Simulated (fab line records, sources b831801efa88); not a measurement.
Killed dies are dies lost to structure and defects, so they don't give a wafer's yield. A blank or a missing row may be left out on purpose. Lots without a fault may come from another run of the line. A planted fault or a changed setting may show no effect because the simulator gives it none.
fab line records | flow gf180mcu
record lots=14 wafers=42 last_day=34
route steps=602 shown STI@14 LVPWELL@56
lots that met no fault: from a run of the same line without faults
start_h: hours from the record's first day to the start of the lot's first wafer shown | wait_h: hours since the lot's step before | " the same as in the row above | L1.1+2: a row that stands for several wafers | - no value, or no start given | * or withheld: withheld | < > ~ a bound
route shown NAME@n: a module of which the file shows steps, and the number in the route of the first | usual: mean/standard deviation of fault-free wafers | same: alike in all rows | chamber/n: place in a boat | sites: the reading at each site | _std_site: their standard deviation | _edge_site: outer sites' mean less inner sites' | radius_mm: how far each site lies from the wafer's centre | mask NAME#n: copy n | behind: the tool/chamber that last shaped the wafer | hold: why the lot was held/for how many hours/how that ended | device: the transistor (n, p or np) that didn't switch | end of line: the same wafers' tests at the end of the route | a step without rows: its recipe alone | killed: dies lost to structure and defects at the first sort, not the wafer's yield | map: a wafer's dies, x killed, . not, _ none there
set.NAME: the setting as run; set.NAME@STEP: as run at that earlier step | model.NAME: the simulator's own value behind a step, which no gauge read
steps of the route over a sample of lots; a table a step, a row a wafer
services: from which hour (start_h, from the record's first day; less than 0 if before it) a tool's chamber was out of use, for how many hours, and why
## steps
# step GF_STI_ETCH_13
# recipe chemistry=CHF3/O2 stop_on=Si over_etch_frac=0.3 target_depth_a=2823.1 source_w=600 bias_w=200 pressure_mtorr=40 chf3_flow_sccm=50 O2_flow_sccm=5 time_s=112.9
# usual O2_flow_sccm=5.001/0.014 drypump_motor_current_A=5.5/0.35 oes_product_au=0.832/0.007 throttle_valve_pct=8.810/0.0092
# columns lot.wafer tool chamber start_h wait_h O2_flow_sccm drypump_motor_current_A oes_product_au rf_hours_counter_h throttle_valve_pct
L737.2 rie_diel-01 3 25.28 0.1 5.000 5.2 0.838 118 8.819
L737.4 " 1 " " 4.992 5.5 0.835 145 8.809
L737.6 " 1 " " 4.987 5.5 0.850 - 8.835
L738.1 rie_diel-02 0 30.28 0.1 5.015 5.4 0.835 1 8.808
L738.2 " 2 " " 5.016 4.9 0.836 109 8.813
L738.5 " 1 " " 5.028 6.0 0.832 - 8.828
L739.2 rie_diel-01 2 35.78 0.1 4.977 5.2 0.823 115 8.818
L739.5 " 2 " " 5.016 5.2 0.834 - 8.790
L739.6 " 3 " " 4.998 5.2 0.825 - 8.801
L740.2 rie_diel-03 1 39.83 0.1 5.012 5.1 0.834 51 8.820
L740.3 " 0 " " 5.025 6.0 0.840 118 8.814
L740.6 " 1 " " 4.992 5.1 0.830 - 8.827
L741.1 rie_diel-01 1 45.78 0.1 5.014 5.5 0.839 146 8.807
L741.2 " 3 " " 5.025 5.2 0.846 119 8.808
L741.5 " 1 " " 5.010 5.5 0.838 - 8.809
L742.2 rie_diel-01 3 51.13 0.1 4.981 5.2 0.837 119 8.815
L742.5 " 0 " " 5.017 5.3 0.826 - 8.787
L742.6 " 1 " " 4.996 5.5 0.837 - 8.815
L747.1 rie_diel-01 0 76.73 0.1 4.972 5.3 0.838 61 8.806
L747.3 " 3 " " 5.018 5.2 0.828 120 8.808
L747.4 " 1 " " 5.017 5.5 0.826 147 8.811
L750.3 rie_diel-01 3 93.20 0.1 4.998 5.2 0.830 120 8.801
L750.4 " 1 " " 5.006 5.5 0.828 147 8.809
L750.5 " 2 " " 4.981 5.2 0.833 - 8.813
L751.2 rie_diel-02 2 97.03 0.1 5.005 4.9 0.835 111 8.794
L751.4 " 2 " " 5.013 4.9 0.839 - 8.806
L751.6 " 0 " " 4.997 5.4 0.823 - 8.820
L752.1 rie_diel-01 3 104.08 0.1 4.998 5.2 0.835 120 8.821
L752.2 " 2 " " 5.041 5.2 0.835 117 8.825
L752.3 " 1 " " 4.996 5.5 0.839 147 8.805
L755.1 rie_diel-02 0 118.43 0.1 5.008 5.5 0.827 3 8.810
L755.2 " 1 " " 5.000 6.0 0.829 51 8.812
L755.5 " 2 " " 4.997 5.0 0.822 - 8.803
L756.1 rie_diel-03 3 123.13 0.1 4.996 5.8 0.830 104 8.806
L756.4 " 0 " " 5.007 6.0 0.819 120 8.803
L756.5 " 3 " " 5.008 5.8 0.825 - 8.814
L757.1 rie_diel-02 2 128.71 0.1 5.018 5.0 0.845 112 8.813
L757.2 " 1 " " 5.001 5.9 0.843 52 8.801
L757.3 " 3 " " 5.007 5.3 0.839 0 8.827
L760.1 rie_diel-02 2 143.88 0.1 4.993 4.9 0.823 113 8.800
L760.2 " 0 " " 4.981 5.4 0.833 4 8.810
L760.4 " 3 " " 4.998 5.3 0.824 0 8.814
# step GF_STI_STRIP_15
# recipe chemistry=O2/N2 power_w=1400 pressure_mtorr=1500 platen_temp_c=250 o2_flow_sccm=3000 n2_flow_sccm=300 overash_fraction=0.5
# usual drypump_motor_current_A=5.9/0.39 heater_power_w=345/38 n2_flow_sccm=300.0/0.79 o2_flow_sccm=3000/9.3 oes_product_au=0.385/0.0049 platen_temp_c=250.00/0.18 strip_time_to_endpoint_s=3.75/0.053
# columns lot.wafer tool chamber start_h wait_h drypump_motor_current_A heater_power_w n2_flow_sccm o2_flow_sccm oes_product_au platen_temp_c rf_hours_counter_h strip_time_to_endpoint_s
L737.2 plasma_asher-03 1 25.43 0.0 5.2 291 300.9 3017 0.388 249.70 23 3.70
L737.4 " 1 " " 5.2 290 300.4 3000 0.378 249.93 - 3.74
L737.6 " 1 " " 5.2 281 298.6 3005 0.377 249.92 - 3.74
L738.1 plasma_asher-02 0 30.43 0.0 5.8 355 299.8 2999 0.384 250.06 37 3.76
L738.2 " 1 " " 6.3 413 299.6 3009 0.390 250.00 37 3.84
L738.5 " 1 " " 6.3 406 299.7 3005 0.392 249.99 - 3.74
L739.2 plasma_asher-02 0 35.93 0.0 5.8 350 300.4 3004 0.379 250.05 38 3.72
L739.5 " 0 " " 5.8 348 300.0 3013 0.381 249.96 - 3.67
L739.6 " 1 " " 6.4 411 298.6 3012 0.376 250.10 - 3.76
L740.2 plasma_asher-01 1 39.98 0.0 5.8 358 300.3 2997 0.388 250.25 40 3.81
L740.3 " 0 " " 5.6 344 301.3 2984 0.381 250.14 - 3.70
L740.6 " 0 " " 5.6 329 300.7 2994 0.379 250.19 - 3.74
L741.1 plasma_asher-02 0 45.97 0.0 5.8 357 300.4 2992 0.389 249.77 39 3.71
L741.2 " 1 " " 6.3 421 299.2 3004 0.389 249.89 39 3.69
L741.5 " 0 " " 5.8 359 299.0 2991 0.389 249.94 - 3.70
L742.2 plasma_asher-02 0 51.28 0.0 5.8 354 298.1 3008 0.386 249.78 39 3.71
L742.5 " 0 " " 5.7 356 300.0 2999 0.381 249.92 - 3.63
L742.6 " 1 " " 6.3 408 300.6 2990 0.390 249.93 - 3.72
L747.1 plasma_asher-03 0 76.88 0.0 6.5 330 299.9 3009 0.386 250.09 28 3.65
L747.3 " 0 " " 6.4 330 299.0 3002 0.387 249.92 - 3.79
L747.4 " 1 " " 5.2 286 300.6 3001 0.386 250.07 - 3.74
L750.3 plasma_asher-03 0 93.38 0.1 6.4 321 301.2 2990 0.394 249.93 - 3.82
L750.4 " 1 " " 5.2 287 300.3 3013 0.388 250.08 - 3.77
L750.5 " 1 " " 5.2 289 300.3 3006 0.386 249.98 - 3.64
L751.2 plasma_asher-03 1 97.18 0.0 5.2 290 300.5 2983 0.384 249.74 30 3.78
L751.4 " 0 " " 6.4 329 299.4 2997 0.390 249.84 - 3.83
L751.6 " 1 " " 5.2 280 300.3 2992 0.373 250.38 - 3.81
L752.1 plasma_asher-02 1 104.23 0.0 6.3 411 299.8 2991 0.387 249.87 45 3.77
L752.2 " 0 " " 5.8 357 300.6 3009 0.384 250.13 45 3.70
L752.3 " 1 " " 6.3 412 299.1 2986 0.394 249.75 - 3.79
L755.1 plasma_asher-01 1 118.58 0.0 5.8 351 299.1 3009 0.378 249.83 48 3.71
L755.2 " 0 " " 5.6 326 300.3 3008 0.382 249.91 48 3.72
L755.5 " 1 " " 5.8 357 300.7 2995 0.382 249.90 - 3.70
L756.1 plasma_asher-03 0 123.28 0.0 6.4 328 300.1 3006 0.391 249.72 33 3.86
L756.4 " 1 " " 5.2 286 299.7 3011 0.389 250.02 - 3.74
L756.5 " 0 " " 6.4 329 300.1 3006 0.386 249.88 - 3.80
L757.1 plasma_asher-01 1 128.87 0.0 5.8 350 299.0 2988 0.390 249.90 49 3.78
L757.2 " 0 " " 5.6 329 299.0 3008 0.384 250.10 49 3.76
L757.3 " 1 " " 5.8 351 299.8 2997 0.392 249.99 - 3.84
L760.1 plasma_asher-01 0 144.03 0.0 5.6 328 300.6 3013 0.389 250.13 50 3.75
L760.2 " 1 " " 5.8 351 301.1 3011 0.380 250.07 50 3.70
L760.4 " 1 " " 5.8 354 300.1 3001 0.387 250.15 - 3.81
# step GF_STI_THK_MEAS_30
# recipe reads=SiO2_of_STI_OXIDATION_29
# usual STI_OXIDATION_02_THK=9.85/0.19
# columns lot.wafer tool chamber start_h wait_h STI_OXIDATION_02_THK[nm]
L737.2 film_metro-02 - 31.02 0.0 9.98
L737.4 " - " " 9.82
L737.6 " - " " 9.82
L738.1 film_metro-03 - 37.20 0.0 9.79
L738.2 " - " " 9.76
L738.5 " - " " 9.66
L739.2 film_metro-01 - 40.99 0.0 9.79
L739.5 " - " " 9.63
L739.6 " - " " 9.84
L740.2 film_metro-01 - 45.64 0.0 9.92
L740.3 " - " " 9.79
L740.6 " - " " 9.78
L741.1 film_metro-03 - 50.13 0.0 10.20
L741.2 " - " " 10.16
L741.5 " - " " 10.02
L742.2 film_metro-01 - 57.44 0.0 9.64
L742.5 " - " " 9.54
L742.6 " - " " 9.58
L747.1 film_metro-02 - 80.95 0.0 9.77
L747.3 " - " " 9.96
L747.4 " - " " 9.78
L750.3 film_metro-03 - 98.12 0.0 9.96
L750.4 " - " " 10.16
L750.5 " - " " 9.95
L751.2 film_metro-01 - 101.38 0.0 9.81
L751.4 " - " " 9.92
L751.6 " - " " 9.98
L752.1 film_metro-01 - 108.46 0.0 9.72
L752.2 " - " " 9.60
L752.3 " - " " 9.48
L755.1 film_metro-03 - 123.74 0.0 10.02
L755.2 " - " " 9.91
L755.5 " - " " 9.97
L756.1 film_metro-02 - 127.91 0.0 10.04
L756.4 " - " " 10.07
L756.5 " - " " 9.94
L757.1 film_metro-03 - 133.25 0.0 9.79
L757.2 " - " " 9.82
L757.3 " - " " 10.07
L760.1 film_metro-02 - 149.43 0.0 9.99
L760.2 " - " " 10.07
L760.4 " - " " 10.11
# step GF_LVPWELL_COAT_02
# recipe spin_rpm=2000 resist_thk_nm=3000
# usual dispense_pressure_kPa=49.8/2.4
# columns lot.wafer tool chamber start_h wait_h dispense_pressure_kPa
L737.2 litho_track-03 0 61.08 0.1 48.1
L737.4 " 0 " " 48.1
L737.6 " 0 " " 48.1
L738.1 litho_track-03 0 68.51 0.1 48.1
L738.2 " 0 " " 48.1
L738.5 " 0 " " 48.1
L739.2 litho_track-03 0 72.58 0.1 48.1
L739.5 " 0 " " 48.1
L739.6 " 0 " " 48.0
L740.2 litho_track-01 0 77.58 0.1 48.5
L740.3 " 0 " " 48.5
L740.6 " 0 " " 48.5
L741.1 litho_track-03 0 82.26 0.1 48.1
L741.2 " 0 " " 48.1
L741.5 " 0 " " 48.1
L742.2 litho_track-02 0 89.19 0.1 53.4
L742.5 " 0 " " 53.4
L742.6 " 0 " " 53.4
L747.1 litho_track-02 0 116.16 0.1 53.5
L747.3 " 0 " " 53.5
L747.4 " 0 " " 53.5
L750.3 litho_track-03 0 134.46 0.1 48.1
L750.4 " 0 " " 48.1
L750.5 " 0 " " 48.1
L751.2 litho_track-03 0 137.93 0.1 48.1
L751.4 " 0 " " 48.1
L751.6 " 0 " " 48.1
L752.1 litho_track-01 0 146.91 0.1 48.5
L752.2 " 0 " " 48.5
L752.3 " 0 " " 48.5
L755.1 litho_track-02 0 163.56 0.1 53.5
L755.2 " 0 " " 53.4
L755.5 " 0 " " 53.5
L756.1 litho_track-02 0 167.31 0.1 53.5
L756.4 " 0 " " 53.4
L756.5 " 0 " " 53.5
L757.1 litho_track-01 0 173.31 0.1 48.5
L757.2 " 0 " " 48.5
L757.3 " 0 " " 48.6
L760.1 litho_track-01 0 191.06 0.1 48.6
L760.2 " 0 " " 48.5
L760.4 " 0 " " 48.6
# step GF_LVPWELL_STRIP_10
# recipe chemistry=O2/N2 power_w=1400 pressure_mtorr=1500 platen_temp_c=250 o2_flow_sccm=3000 n2_flow_sccm=300 overash_fraction=0.5
# usual drypump_motor_current_A=5.7/0.51 heater_power_w=341/43 n2_flow_sccm=300.0/0.89 o2_flow_sccm=3002/8.6 oes_product_au=0.722/0.0046 platen_temp_c=249.97/0.17 strip_time_to_endpoint_s=37.02/0.12
# columns lot.wafer tool chamber start_h wait_h drypump_motor_current_A heater_power_w n2_flow_sccm o2_flow_sccm oes_product_au platen_temp_c rf_hours_counter_h strip_time_to_endpoint_s
L737.2 plasma_asher-03 0 67.60 0.1 6.4 327 300.4 3004 0.733 249.81 27 37.21
L737.4 " 1 " " 5.2 284 299.8 2993 0.725 249.99 - 37.17
L737.6 " 0 " " 6.4 324 299.7 3002 0.720 250.12 - 37.18
L738.1 plasma_asher-03 1 75.35 0.1 5.2 284 299.7 2994 0.718 249.93 28 37.10
L738.2 " 0 " " 6.4 327 300.3 3000 0.727 250.13 28 37.04
L738.5 " 0 " " 6.4 320 300.0 3005 0.715 249.93 - 37.05
L739.2 plasma_asher-02 1 79.24 0.1 6.3 416 299.3 2997 0.717 249.79 42 37.01
L739.5 " 1 " " 6.3 406 300.8 2997 0.722 250.24 - 37.05
L739.6 " 0 " " 5.8 354 298.5 3006 0.721 249.86 - 37.00
L740.2 plasma_asher-02 1 84.89 0.1 6.3 415 300.1 3003 0.727 249.87 43 37.03
L740.3 " 1 " " 6.3 409 300.2 3012 0.721 249.67 - 36.98
L740.6 " 1 " " 6.3 405 299.3 3009 0.721 249.68 - 37.05
L741.1 plasma_asher-03 0 89.24 0.1 6.4 327 299.3 2986 0.724 250.13 29 36.81
L741.2 " 1 " " 5.2 281 299.5 3000 0.729 250.03 29 36.92
L741.5 " 1 " " 5.2 284 300.0 3000 0.716 250.20 - 36.96
L742.2 plasma_asher-02 1 96.70 0.1 6.3 409 300.7 3008 0.723 249.99 44 37.02
L742.5 " 0 " " 5.8 358 299.5 3002 0.728 249.99 - 37.04
L742.6 " 1 " " 6.3 404 301.6 2992 0.724 249.88 - 36.99
L747.1 plasma_asher-03 1 123.80 0.1 5.2 284 300.7 3001 0.714 249.83 33 37.09
L747.3 " 0 " " 6.4 332 300.5 3008 0.728 250.00 - 37.07
L747.4 " 1 " " 5.2 285 298.8 3010 0.724 250.07 - 37.06
L750.3 plasma_asher-02 1 142.52 0.1 6.3 419 299.6 3004 0.713 250.00 - 23.63
L750.4 " 0 " " 5.8 355 300.3 2999 0.717 250.03 - 23.61
L750.5 " 1 " " 6.3 418 300.0 3009 0.709 249.90 - 23.60
L751.2 plasma_asher-04 1 146.50 0.1 5.4 374 300.4 3003 0.724 249.76 49 37.00
L751.4 " 1 " " 5.4 365 301.6 3004 0.720 249.77 - 23.59
L751.6 " 1 " " 5.4 367 299.0 3004 0.725 250.11 - 36.95
L752.1 plasma_asher-02 0 155.45 0.1 5.7 343 299.6 2989 0.720 250.01 4 37.11
L752.2 " 1 " " 6.3 412 299.8 3004 0.719 249.86 4 37.14
L752.3 " 1 " " 6.3 425 300.1 3000 0.719 250.02 - 37.13
L755.1 plasma_asher-03 0 172.29 0.1 6.4 327 301.2 3004 0.716 249.75 39 36.78
L755.2 " 1 " " 5.2 289 300.3 3006 0.726 249.65 39 36.83
L755.5 " 1 " " 5.2 282 301.5 2998 0.722 249.73 - 36.88
L756.1 plasma_asher-03 1 176.19 0.1 5.2 287 300.5 2986 0.729 249.86 39 36.88
L756.4 " 1 " " 5.2 285 299.7 3004 0.723 249.85 - 36.84
L756.5 " 1 " " 5.2 283 301.0 3005 0.734 249.95 - 36.91
L757.1 plasma_asher-04 1 181.99 0.1 5.4 373 300.1 3013 0.717 250.02 53 36.97
L757.2 " 0 " " 5.2 319 299.5 3002 0.722 250.07 53 37.04
L757.3 " 1 " " 5.4 369 300.5 2999 0.719 250.00 - 37.08
L760.1 plasma_asher-03 1 201.74 0.1 5.2 288 301.5 2993 0.720 250.01 42 36.97
L760.2 " 0 " " 6.4 329 297.8 3007 0.726 249.71 42 36.86
L760.4 " 1 " " 5.2 279 300.4 2998 0.720 250.14 - 36.94
## services
# columns tool chamber start_h hours kind
rie_diel-02 1 2.51 7.1 repair
rie_diel-02 3 4.54 4.6 repair
rie_diel-02 - 7.30 0.5 repair
rie_diel-02 0 11.82 5.3 repair
plasma_asher-03 - 19.26 2.5 repair
rie_diel-01 0 28.54 18.7 repair
rie_diel-02 1 42.24 6.1 repair
rie_diel-01 2 43.09 6.4 repair
rie_diel-02 3 94.30 - clean
rie_diel-02 3 94.30 32.3 scheduled_down
rie_diel-02 - 98.56 0.2 repair
rie_diel-03 3 100.67 13.7 repair
plasma_asher-02 - 108.80 9.0 pm
plasma_asher-02 0 108.80 9.0 vent_cycle
plasma_asher-02 1 108.80 9.0 vent_cycle
plasma_asher-02 0 117.80 - clean
plasma_asher-02 1 117.80 - clean
rie_diel-03 0 134.75 9.3 repair
plasma_asher-01 - 136.15 6.1 repair
plasma_asher-02 - 162.85 15.6 pm
rie_diel-02 3 195.35 3.4 repair
rie_diel-01 1 195.60 - clean
rie_diel-01 1 195.60 35.7 scheduled_down
rie_diel-01 1 195.60 35.7 vent_cycle
## key
first_sign step=GF_LVPWELL_STRIP_10 reading=strip_time_to_endpoint_s direction=down sigmas=99+ usual=* struck=*
effect none on later readings
met_at GF_LVPWELL_COAT_02
struck_lots L750,L751
struck_wafers L750.3,L750.4,L750.5,L751.4
sort_left_out L750.3,L750.4,L750.5,L751.4
tester_left_out L750,L751
not_acting_at GF_STI_ETCH_13,GF_STI_STRIP_15,GF_STI_THK_MEAS_30
onset_between 82.26 134.46
fault kind=process_parameter_drift tool=litho_track-03 chamber=- onset_h=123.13 steps=GF_LVPWELL_COAT_02 channel=resist_thk_nm offset=* shape=step end_h=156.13 scope=struck_wafers_only acts_in=* stated=*
# tester_left_out: of these lots the tester's yield and bins aren't shown, on N5 and GAA mostly nor the transistor test; their killed dies are dies lost to structure and defects alone, not to doping, threshold or leakage, so they don't give the yield
# sort_left_out: the simulated sort isn't trusted on such a fault, so these wafers' sort isn't shown, and their yield isn't known
